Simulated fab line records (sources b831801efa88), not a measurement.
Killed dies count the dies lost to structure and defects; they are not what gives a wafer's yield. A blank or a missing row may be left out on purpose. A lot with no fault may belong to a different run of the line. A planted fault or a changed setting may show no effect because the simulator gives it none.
fab line records	flow sfq-line	part 1 of 2: steps 1 to 25 of 35
record lots=5	wafers=15	last-day=82
route steps=325 shown M1@66 I1@73 M2@88
lots that met no fault: from a run of the same line without faults
start-h: hours from the record's opening day to when the first of the lot's shown wafers began	wait-h: hours elapsed since this lot's preceding step	" identical to the entry in the row above	L1.1+2: a single row standing in for several wafers	- no value, or no start was given	* or withheld: withheld	< > ~ a bound
route shown NAME@n: names a module that has steps shown in the file, with the first one's number in the route	usual: the fault-free wafers' mean and standard deviation	same: alike in all rows	chamber/n: place in a boat	sites: per-site readings	_std_site: standard deviation across them	_edge_site: mean of outer sites minus mean of inner sites	radius-mm: how far each site lies from the wafer's centre	mask NAME#n: copy n	behind: tool/chamber where the wafer was last shaped	hold: cause of the lot's hold/its duration in hours/its outcome	device: which transistor (n, p or np) failed to switch	end of line: tests run on the same wafers once the route is complete	a step with no rows: only its recipe	killed: count of dies lost to structure and defects at first sort (not the wafer's yield)	map: the dies of a wafer, with x for killed, . for not killed, _ for no die there
set.NAME: setting as actually run; set.NAME@STEP: the setting as run at that earlier step	model.NAME: the simulator's own value behind a step, which no gauge read
certain route steps with their lots: each step a table, each wafer a row
services: when a tool's chamber went out of use (start-h, in hours from the record's first day, below 0 if earlier), for how many hours, and the reason
## steps
# step SFQ_TRILAYER_M1_LITHO_PEB_042
# recipe peb-temp-c=115	peb-time-s=60	resist=KrF
lot.wafer	tool	chamber	start-h	wait-h
L077.4+5+6	litho-track-01	0	331.51	0.5
L079.2+4+6	litho-track-01	0	420.69	0.8
L087.2+3+4	litho-track-04	0	498.60	0.8
L091.1+4+6	litho-track-03	0	532.40	1.0
L095.1+2+6	litho-track-01	0	551.60	1.0
# step SFQ_TRILAYER_M1_LITHO_DEVELOP_041
# recipe time-s=60	resist=KrF
lot.wafer	tool	chamber	start-h	wait-h
L077.4+5+6	litho-track-01	0	331.66	0.1
L079.2+4+6	litho-track-01	0	420.84	0.1
L087.2+3+4	litho-track-04	0	498.75	0.1
L091.1+4+6	litho-track-03	0	532.55	0.1
L095.1+2+6	litho-track-01	0	551.75	0.1
# step SFQ_M1_OVL_MEAS_911
# usual M1_OVL=-1/6.3
lot.wafer	tool	chamber	start-h	wait-h	M1_OVL[nm]
L077.4	overlay-02	-	331.75	0.1	-6
L077.5	"	-	"	"	-5
L077.6	"	-	"	"	-8
L079.2	overlay-02	-	420.97	0.1	9
L079.4	"	-	"	"	2
L079.6	"	-	"	"	7
L087.2	overlay-01	-	498.88	0.1	-2
L087.3	"	-	"	"	2
L087.4	"	-	"	"	-4
L091.1	overlay-02	-	532.70	0.1	-5
L091.4	"	-	"	"	0
L091.6	"	-	"	"	2
L095.1	overlay-02	-	551.90	0.1	5
L095.2	"	-	"	"	1
L095.6	"	-	"	"	0
# step SFQ_TRILAYER_M1_BARC_OPEN_METAL_ETCH_054
# recipe mask-material=PR	chemistry=O2	target-depth-nm=125	target=BARC	icp-w=600	bias-w=80	pressure-mtorr=10	time-s=41.7
# usual drypump-motor-current-A=5.7/0.51	he-backside-leak-sccm=3.6/0.35	oes-product-au=0.685/0.0046
lot.wafer	tool	chamber	start-h	wait-h	drypump-motor-current-A	he-backside-leak-sccm	oes-product-au	rf-hours-counter-h
L077.4	rie-metal-01	1	331.79	0.0	5.7	3.5	0.687	-
L077.5	"	1	"	"	5.7	3.3	0.687	-
L077.6	"	0	"	"	5.3	3.1	0.686	-
L079.2	rie-metal-02	0	421.00	0.0	6.6	3.3	0.691	133
L079.4	"	1	"	"	5.9	3.5	0.687	-
L079.6	"	1	"	"	5.9	3.4	0.684	-
L087.2	rie-metal-01	1	498.91	0.0	5.6	3.7	0.685	69
L087.3	"	1	"	"	5.7	3.5	0.682	-
L087.4	"	0	"	"	5.3	3.4	0.689	-
L091.1	rie-metal-01	1	532.73	0.0	5.7	3.7	0.681	72
L091.4	"	1	"	"	5.7	3.6	0.678	-
L091.6	"	1	"	"	5.6	3.5	0.686	-
L095.1	rie-metal-03	0	551.93	0.0	5.9	3.5	0.687	60
L095.2	"	1	"	"	5.0	4.0	0.690	151
L095.6	"	0	"	"	6.0	6.4	0.687	-
# step SFQ_TRILAYER_M1_ETCH_METAL_ETCH_042
# recipe target=Nb	stop-on=SiO2	mask-material=PR	chemistry=Cl2/Ar	target-depth-nm=240	icp-w=600	bias-w=80	pressure-mtorr=10	time-s=120
# usual drypump-motor-current-A=5.7/0.52	he-backside-leak-sccm=3.56/0.25	oes-product-au=0.896/0.0077
lot.wafer	tool	chamber	start-h	wait-h	drypump-motor-current-A	he-backside-leak-sccm	oes-product-au	rf-hours-counter-h
L077.4	rie-metal-01	1	331.87	0.1	5.7	3.76	0.888	-
L077.5	"	1	"	"	5.7	3.74	0.884	-
L077.6	"	0	"	"	5.3	3.62	0.887	-
L079.2	rie-metal-02	0	421.06	0.0	6.6	3.20	0.882	133
L079.4	"	1	"	"	5.9	3.48	0.886	-
L079.6	"	1	"	"	5.9	3.40	0.884	-
L087.2	rie-metal-01	1	498.97	0.0	5.7	3.87	0.911	69
L087.3	"	1	"	"	5.7	3.46	0.898	-
L087.4	"	0	"	"	5.3	3.43	0.892	-
L091.1	rie-metal-01	1	532.79	0.0	5.6	3.48	0.893	72
L091.4	"	1	"	"	5.7	3.64	0.893	-
L091.6	"	1	"	"	5.6	3.53	0.888	-
L095.1	rie-metal-03	0	551.99	0.0	6.0	3.22	0.892	60
L095.2	"	1	"	"	5.0	3.69	0.891	152
L095.6	"	0	"	"	5.9	2.96	0.889	-
# step SFQ_TRILAYER_M1_STRIP_STRIP_043
# recipe gas=O2	power-w=200	platen-temp-c=40	overash-fraction=0.65	chemistry=O2	pressure-mtorr=50
# usual drypump-motor-current-A=5.7/0.52	he-backside-leak-sccm=3.6/0.33	oes-product-au=0.996/0.0069
lot.wafer	tool	chamber	start-h	wait-h	drypump-motor-current-A	he-backside-leak-sccm	oes-product-au	rf-hours-counter-h
L077.4	rie-metal-01	1	332.15	0.2	5.7	3.4	1.007	-
L077.5	"	1	"	"	5.7	3.3	0.992	-
L077.6	"	0	"	"	5.3	3.6	0.989	-
L079.2	rie-metal-02	0	421.18	0.1	6.6	3.3	0.995	133
L079.4	"	1	"	"	5.9	3.8	0.995	-
L079.6	"	1	"	"	5.9	3.7	0.997	-
L087.2	rie-metal-01	1	499.10	0.1	5.6	3.5	0.999	69
L087.3	"	1	"	"	5.7	3.6	0.999	-
L087.4	"	0	"	"	5.4	3.6	1.004	-
L091.1	rie-metal-01	1	532.92	0.1	5.6	3.6	0.998	72
L091.4	"	1	"	"	5.7	3.7	0.998	-
L091.6	"	1	"	"	5.7	3.6	0.997	-
L095.1	rie-metal-03	0	552.12	0.1	6.0	3.5	0.999	60
L095.2	"	1	"	"	5.0	3.9	0.997	152
L095.6	"	0	"	"	6.0	3.5	0.999	-
# step SFQ_TRILAYER_M1_STRIP_SOLV_CLEAN_044
# recipe chemistry=NMP	temp-c=70	time-s=600
# usual bath-heat-duty-pct=13.7/1.5
lot.wafer	tool	chamber	start-h	wait-h	bath-heat-duty-pct
L077.4	wet-bench-03	1	332.55	0.2	14.5
L077.5	"	6	"	"	16.0
L077.6	"	7	"	"	14.9
L079.2	wet-bench-03	2	421.78	0.4	16.0
L079.4	"	0	"	"	14.1
L079.6	"	7	"	"	14.9
L087.2	wet-bench-01	6	499.70	0.4	15.4
L087.3	"	5	"	"	12.3
L087.4	"	2	"	"	12.0
L091.1	wet-bench-01	3	533.52	0.4	13.8
L091.4	"	7	"	"	13.6
L091.6	"	4	"	"	12.8
L095.1	wet-bench-02	5	552.72	0.4	15.4
L095.2	"	2	"	"	14.0
L095.6	"	1	"	"	15.1
# step SFQ_TRILAYER_I1_DEP_PECVD_045
# recipe material=SiO2	temp-c=150	time-s=111.11	pressure-torr=2.4	rf-w=183.3	precursor=SiH4/N2O	target-thk-nm=500
# usual heater-power-w=80/12	throttle-valve-pct=24.7/1.4
lot.wafer	tool	chamber	start-h	wait-h	heater-power-w	throttle-valve-pct
L077.4	pecvd-04	1	332.77	0.0	90	22.7
L077.5	"	2	"	"	75	24.9
L077.6	"	0	"	"	63	23.5
L079.2	pecvd-02	0	421.96	0.0	69	22.6
L079.4	"	0	"	"	74	22.7
L079.6	"	1	"	"	60	22.6
L087.2	pecvd-02	2	499.87	0.0	87	24.0
L087.3	"	0	"	"	65	22.9
L087.4	"	2	"	"	72	24.2
L091.1	pecvd-04	2	533.69	0.0	78	25.7
L091.4	"	0	"	"	77	24.0
L091.6	"	1	"	"	88	23.2
L095.1	pecvd-03	0	552.89	0.0	104	26.7
L095.2	"	2	"	"	94	25.9
L095.6	"	1	"	"	64	25.2
# step SFQ_TRILAYER_I1_CMP_CMP_046
# recipe material=SiO2	down-force-psi=3	platen-rpm=60	pad-velocity-m-s=0.94248
# usual motor-current-A=10.7/0.64	time-to-endpoint-s=215/6.6
lot.wafer	tool	chamber	start-h	wait-h	motor-current-A	time-to-endpoint-s
L077.4	cmp-02	0	352.01	19.2	9.9	220
L077.5	"	1	"	"	10.1	226
L077.6	"	2	"	"	11.8	214
L079.4	cmp-01	1	439.36	17.3	10.8	220
L079.2	"	3	440.36	18.4	10.9	217
L079.6	"	2	441.86	19.8	10.8	225
L087.3	cmp-02	3	500.45	0.5	10.1	204
L087.4	"	0	"	"	10.4	209
L087.2	"	1	"	"	9.9	218
L091.4	cmp-01	0	534.27	0.5	10.2	226
L091.1	"	2	535.27	1.5	10.7	220
L091.6	"	0	536.27	2.5	11.0	222
L095.1	cmp-02	3	556.57	3.6	10.8	204
L095.2	"	1	557.57	4.6	10.1	216
L095.6	"	3	558.57	5.6	10.8	209
# step SFQ_I1_BOW_MEAS_912
# recipe mode=bow
# usual I1_BOW=0/8.2
lot.wafer	tool	chamber	start-h	wait-h	I1_BOW[um]
L077.4	film-metro-02	-	353.57	1.1	7
L077.5	"	-	"	"	10
L077.6	"	-	"	"	14
L079.2	film-metro-04	-	442.38	1.5	-15
L079.4	"	-	"	"	-18
L079.6	"	-	"	"	0
L087.2	film-metro-01	-	502.97	1.0	4
L087.3	"	-	"	"	-6
L087.4	"	-	"	"	9
L091.1	film-metro-01	-	536.77	1.0	15
L091.4	"	-	"	"	1
L091.6	"	-	"	"	9
L095.1	film-metro-04	-	559.57	2.5	-14
L095.2	"	-	"	"	7
L095.6	"	-	"	"	-3
# step SFQ_TRILAYER_I1_METRO_MEASURE_047
# usual thk-nm=200.1/0.89
lot.wafer	tool	chamber	start-h	wait-h	thk-nm
L077.4	film-metro-02	-	354.23	0.6	199.7
L077.5	"	-	"	"	200.9
L077.6	"	-	"	"	200.6
L079.2	film-metro-04	-	442.68	0.3	198.9
L079.4	"	-	"	"	199.6
L079.6	"	-	"	"	199.6
L087.2	film-metro-01	-	503.27	0.3	199.7
L087.3	"	-	"	"	198.4
L087.4	"	-	"	"	200.7
L091.1	film-metro-01	-	536.89	0.1	200.5
L091.4	"	-	"	"	201.4
L091.6	"	-	"	"	200.4
L095.1	film-metro-04	-	559.69	0.1	198.8
L095.2	"	-	"	"	201.5
L095.6	"	-	"	"	199.7
# step SFQ_TRILAYER_I1_VIA_LITHO_COAT_054
# recipe resist=BARC	spin-rpm=3000	resist-thk-nm=62
# usual spin-speed-rpm=2999.7/1.8
lot.wafer	tool	chamber	start-h	wait-h	spin-speed-rpm
L077.4	litho-track-03	0	355.11	0.7	3000.7
L077.5	"	0	"	"	3000.1
L077.6	"	0	"	"	3000.3
L079.2	litho-track-03	0	443.73	0.8	3000.2
L079.4	"	0	"	"	2996.7
L079.6	"	0	"	"	3000.6
L087.2	litho-track-03	0	504.32	0.8	2999.5
L087.3	"	0	"	"	3000.1
L087.4	"	0	"	"	2996.5
L091.1	litho-track-03	0	538.09	1.0	2999.4
L091.4	"	0	"	"	2999.8
L091.6	"	0	"	"	2998.4
L095.1	litho-track-02	0	560.89	1.0	2997.1
L095.2	"	0	"	"	3000.4
L095.6	"	0	"	"	2996.3
# step SFQ_TRILAYER_I1_VIA_LITHO_COAT_049
# recipe resist=KrF	spin-rpm=3000	resist-thk-nm=650
# usual spin-speed-rpm=2999.9/1.9
lot.wafer	tool	chamber	start-h	wait-h	spin-speed-rpm
L077.4	litho-track-03	0	355.41	0.2	3001.6
L077.5	"	0	"	"	2998.7
L077.6	"	0	"	"	2999.5
L079.2	litho-track-03	0	444.03	0.2	2997.8
L079.4	"	0	"	"	3000.9
L079.6	"	0	"	"	2996.8
L087.2	litho-track-03	0	504.62	0.2	2996.4
L087.3	"	0	"	"	3001.3
L087.4	"	0	"	"	3001.1
L091.1	litho-track-03	0	538.39	0.2	3000.1
L091.4	"	0	"	"	2997.9
L091.6	"	0	"	"	3001.3
L095.1	litho-track-02	0	561.19	0.2	3001.2
L095.2	"	0	"	"	3001.9
L095.6	"	0	"	"	2999.1
# step SFQ_TRILAYER_I1_VIA_LITHO_SOFTBAKE_053
# recipe temp-c=withheld	time-s=withheld	resist=KrF
lot.wafer	tool	chamber	start-h	wait-h
L077.4+5+6	litho-track-03	0	355.64	0.2
L079.2+4+6	litho-track-03	0	444.31	0.2
L087.2+3+4	litho-track-03	0	504.90	0.2
L091.1+4+6	litho-track-03	0	538.69	0.2
L095.1+2+6	litho-track-02	0	561.49	0.2
# step SFQ_TRILAYER_I1_VIA_LITHO_EXPOSE_050
# recipe mask-id=I1	na=0.6	source-shape=conventional	sigma-outer=0.65	target-cd-nm=500	dose-mj=21.3
# usual exposure-dose-mJ-cm2=21.299/0.021
lot.wafer	tool	chamber	start-h	wait-h	mask	exposure-dose-mJ-cm2
L077.4	krf-scanner-02	0	494.38	-	I1#0	21.304
L077.5	"	0	"	"	I1#0	21.315
L077.6	"	0	"	"	I1#0	21.295
L079.2	krf-scanner-01	0	549.90	-	I1#0	21.287
L079.4	"	0	"	"	I1#0	21.268
L079.6	"	0	"	"	I1#0	21.260
L087.2	krf-scanner-01	0	657.17	-	I1#0	21.280
L087.3	"	0	"	"	I1#0	21.334
L087.4	"	0	"	"	I1#0	21.321
L091.1	krf-scanner-01	0	692.52	-	I1#0	21.278
L091.4	"	0	"	"	I1#0	21.290
L091.6	"	0	"	"	I1#0	21.335
L095.1	krf-scanner-01	0	711.72	-	I1#0	21.284
L095.2	"	0	"	"	I1#0	21.273
L095.6	"	0	"	"	I1#0	21.246
# step SFQ_TRILAYER_I1_VIA_LITHO_PEB_052
# recipe peb-temp-c=115	peb-time-s=60	resist=KrF
lot.wafer	tool	chamber	start-h	wait-h
L077.4+5+6	litho-track-03	0	495.05	0.5
L079.2+4+6	litho-track-03	0	550.92	0.8
L087.2+3+4	litho-track-02	0	658.20	0.8
L091.1+4+6	litho-track-04	0	693.72	1.0
L095.1+2+6	litho-track-02	0	712.92	1.0
# step SFQ_TRILAYER_I1_VIA_LITHO_DEVELOP_051
# recipe time-s=60	resist=KrF
lot.wafer	tool	chamber	start-h	wait-h
L077.4+5+6	litho-track-03	0	495.20	0.1
L079.2+4+6	litho-track-03	0	551.07	0.1
L087.2+3+4	litho-track-02	0	658.35	0.1
L091.1+4+6	litho-track-04	0	693.87	0.1
L095.1+2+6	litho-track-02	0	713.07	0.1
# step SFQ_I1_OVL_MEAS_913
# usual I1_OVL=-5/5.5
lot.wafer	tool	chamber	start-h	wait-h	I1_OVL[nm]
L077.4	overlay-02	-	495.30	0.1	-2
L077.5	"	-	"	"	-2
L077.6	"	-	"	"	0
L079.2	overlay-01	-	551.20	0.1	-1
L079.4	"	-	"	"	-6
L079.6	"	-	"	"	-6
L087.2	overlay-01	-	658.48	0.1	4
L087.3	"	-	"	"	1
L087.4	"	-	"	"	7
L091.1	overlay-02	-	694.02	0.1	-8
L091.4	"	-	"	"	-12
L091.6	"	-	"	"	-15
L095.1	overlay-02	-	713.22	0.1	-3
L095.2	"	-	"	"	-5
L095.6	"	-	"	"	-2
# step SFQ_TRILAYER_I1_VIA_BARC_OPEN_VIA_ETCH_071
# recipe mask-material=PR	chemistry=O2	target-depth-nm=125	target=BARC	source-w=500	bias-w=80	pressure-mtorr=30	time-s=41.7
# usual drypump-motor-current-A=5.7/0.42	oes-product-au=0.685/0.004
lot.wafer	tool	chamber	start-h	wait-h	drypump-motor-current-A	oes-product-au	rf-hours-counter-h
L077.4	rie-diel-02	1	495.33	0.0	5.1	0.680	-
L077.5	"	2	"	"	5.6	0.687	-
L077.6	"	0	"	"	6.4	0.686	-
L079.2	rie-diel-01	3	551.23	0.0	5.1	0.687	90
L079.4	"	2	"	"	5.7	0.679	34
L079.6	"	0	"	"	5.8	0.686	-
L087.2	rie-diel-02	0	658.51	0.0	6.4	0.688	16
L087.3	"	1	"	"	5.1	0.681	3
L087.4	"	3	"	"	5.3	0.684	14
L091.1	rie-diel-02	1	694.06	0.0	5.1	0.681	3
L091.4	"	0	"	"	6.4	0.685	17
L091.6	"	0	"	"	6.3	0.689	-
L095.1	rie-diel-03	0	713.26	0.0	6.4	0.692	27
L095.2	"	1	"	"	5.6	0.689	37
L095.6	"	1	"	"	5.6	0.691	-
# step SFQ_TRILAYER_I1_VIA_ETCH_VIA_ETCH_052
# recipe target=SiO2	stop-on=Nb	mask-material=PR	taper-deg=20	chemistry=CHF3	target-depth-nm=260	source-w=500	bias-w=80	pressure-mtorr=30	time-s=withheld
# usual drypump-motor-current-A=5.7/0.42	oes-product-au=0.855/0.0056
lot.wafer	tool	chamber	start-h	wait-h	drypump-motor-current-A	oes-product-au
L077.4	rie-diel-02	1	495.41	0.1	5.1	0.852
L077.5	"	2	"	"	5.6	0.859
L077.6	"	0	"	"	6.4	0.862
L079.2	rie-diel-01	3	551.27	0.0	5.1	0.848
L079.4	"	2	"	"	5.7	0.858
L079.6	"	0	"	"	5.9	0.863
L087.2	rie-diel-02	0	658.55	0.0	6.4	0.854
L087.3	"	1	"	"	5.1	0.850
L087.4	"	3	"	"	5.3	0.848
L091.1	rie-diel-02	1	694.10	0.0	5.1	0.854
L091.4	"	0	"	"	6.4	0.857
L091.6	"	0	"	"	6.4	0.855
L095.1	rie-diel-03	0	713.30	0.0	6.3	0.850
L095.2	"	1	"	"	5.6	0.859
L095.6	"	1	"	"	5.6	0.850
# step SFQ_TRILAYER_I1_VIA_STRIP_STRIP_053
# recipe gas=O2	power-w=200	platen-temp-c=40	overash-fraction=0.65	chemistry=O2	pressure-mtorr=50
# usual drypump-motor-current-A=5.8/0.47	he-backside-leak-sccm=3.5/0.38	oes-product-au=0.999/0.008
lot.wafer	tool	chamber	start-h	wait-h	drypump-motor-current-A	he-backside-leak-sccm	oes-product-au	rf-hours-counter-h
L077.4	rie-metal-04	1	495.67	-	5.3	3.4	1.011	-
L077.5	"	1	"	"	5.3	3.4	1.015	-
L077.6	"	0	"	"	6.2	3.5	1.006	-
L079.2	rie-metal-04	0	551.39	-	6.2	3.2	1.008	34
L079.4	"	1	"	"	5.3	3.6	1.004	-
L079.6	"	0	"	"	6.2	3.2	0.998	-
L087.2	rie-metal-01	1	658.66	-	5.6	6.7	0.989	89
L087.3	"	0	"	"	5.3	3.4	0.992	-
L087.4	"	1	"	"	5.7	3.7	0.996	-
L091.1	rie-metal-02	1	694.21	-	5.9	3.6	0.994	65
L091.4	"	0	"	"	6.6	3.2	0.995	-
L091.6	"	1	"	"	5.9	3.7	0.990	-
L095.1	rie-metal-02	1	713.41	-	5.9	3.4	0.989	68
L095.2	"	0	"	"	6.6	3.1	0.988	18
L095.6	"	0	"	"	6.6	3.3	0.995	-
# step SFQ_TRILAYER_I1_VIA_STRIP_SOLV_CLEAN_054
# recipe chemistry=NMP	temp-c=70	time-s=600
# usual bath-heat-duty-pct=13.9/1.4
lot.wafer	tool	chamber	start-h	wait-h	bath-heat-duty-pct
L077.4	wet-bench-04	5	496.07	0.2	12.3
L077.5	"	6	"	"	14.2
L077.6	"	4	"	"	14.6
L079.2	wet-bench-01	2	551.99	0.4	11.7
L079.4	"	5	"	"	12.9
L079.6	"	4	"	"	12.5
L087.2	wet-bench-01	6	659.26	0.4	15.7
L087.3	"	5	"	"	12.3
L087.4	"	0	"	"	12.0
L091.1	wet-bench-03	1	694.81	0.4	14.8
L091.4	"	2	"	"	17.1
L091.6	"	3	"	"	14.9
L095.1	wet-bench-03	5	714.01	0.4	12.3
L095.2	"	6	"	"	15.0
L095.6	"	2	"	"	15.6
# step SFQ_TRILAYER_M2_DEP_PRE_CLEAN_056
# recipe gas=Ar	time-s=22.5	bias-v=250
lot.wafer	tool	chamber	start-h	wait-h
L077.4+5+6	pvd-sputter-03	-	496.24	0.0
L079.2+4+6	pvd-sputter-04	-	552.16	0.0
L087.2+3+4	pvd-sputter-04	-	659.44	0.0
L091.1+4+6	pvd-sputter-04	-	694.99	0.0
L095.1+2+6	pvd-sputter-04	-	714.19	0.0
# step SFQ_TRILAYER_M2_DEP_SPUTTER_055
# recipe material=Nb	base-pressure-pa=1.33e-06	chamber-pressure-pa=0.1333	substrate-temp-c=20	resputter-cathode-voltage-v=400	target-thk-nm=200	power-w=2000	time-s=133.3
# usual resputter-cathode-voltage-v=400/4.1	substrate-temp-c=20.01/0.092	throttle-valve-pct=29.8/0.87
lot.wafer	tool	chamber	start-h	wait-h	resputter-cathode-voltage-v	substrate-temp-c	throttle-valve-pct
L077.4	pvd-sputter-03	-	496.27	0.0	401	19.87	29.1
L077.5	"	-	"	"	392	20.01	31.8
L077.6	"	-	"	"	404	19.92	29.1
L079.2	pvd-sputter-04	-	552.19	0.0	400	20.33	30.2
L079.4	"	-	"	"	407	19.91	28.7
L079.6	"	-	"	"	395	19.98	30.5
L087.2	pvd-sputter-04	-	659.47	0.0	399	19.96	28.5
L087.3	"	-	"	"	394	20.18	29.6
L087.4	"	-	"	"	399	20.06	30.0
L091.1	pvd-sputter-04	-	695.02	0.0	402	19.86	29.2
L091.4	"	-	"	"	404	20.07	30.1
L091.6	"	-	"	"	395	19.97	29.4
L095.1	pvd-sputter-04	-	714.22	0.0	403	19.90	30.3
L095.2	"	-	"	"	407	19.97	29.5
L095.6	"	-	"	"	401	20.06	28.9
# step SFQ_M2_RS_MEAS_914
# recipe thk-meas-gauge=four-point-probe	reads=Nb_of_TRILAYER_M2_DEP_SPUTTER_055
# usual M2_NB_RS=0.895/0.01
lot.wafer	tool	chamber	start-h	wait-h	M2_NB_RS[ohm/sq]
L077.4	film-metro-03	-	496.42	0.1	0.892
L077.5	"	-	"	"	0.889
L077.6	"	-	"	"	0.886
L079.2	film-metro-03	-	552.30	0.1	0.878
L079.4	"	-	"	"	0.880
L079.6	"	-	"	"	0.871
L087.2	film-metro-02	-	659.58	0.1	0.893
L087.3	"	-	"	"	0.882
L087.4	"	-	"	"	0.887
L091.1	film-metro-01	-	695.11	0.0	0.895
L091.4	"	-	"	"	0.896
L091.6	"	-	"	"	0.901
L095.1	film-metro-03	-	714.31	0.0	0.885
L095.2	"	-	"	"	0.886
L095.6	"	-	"	"	0.891
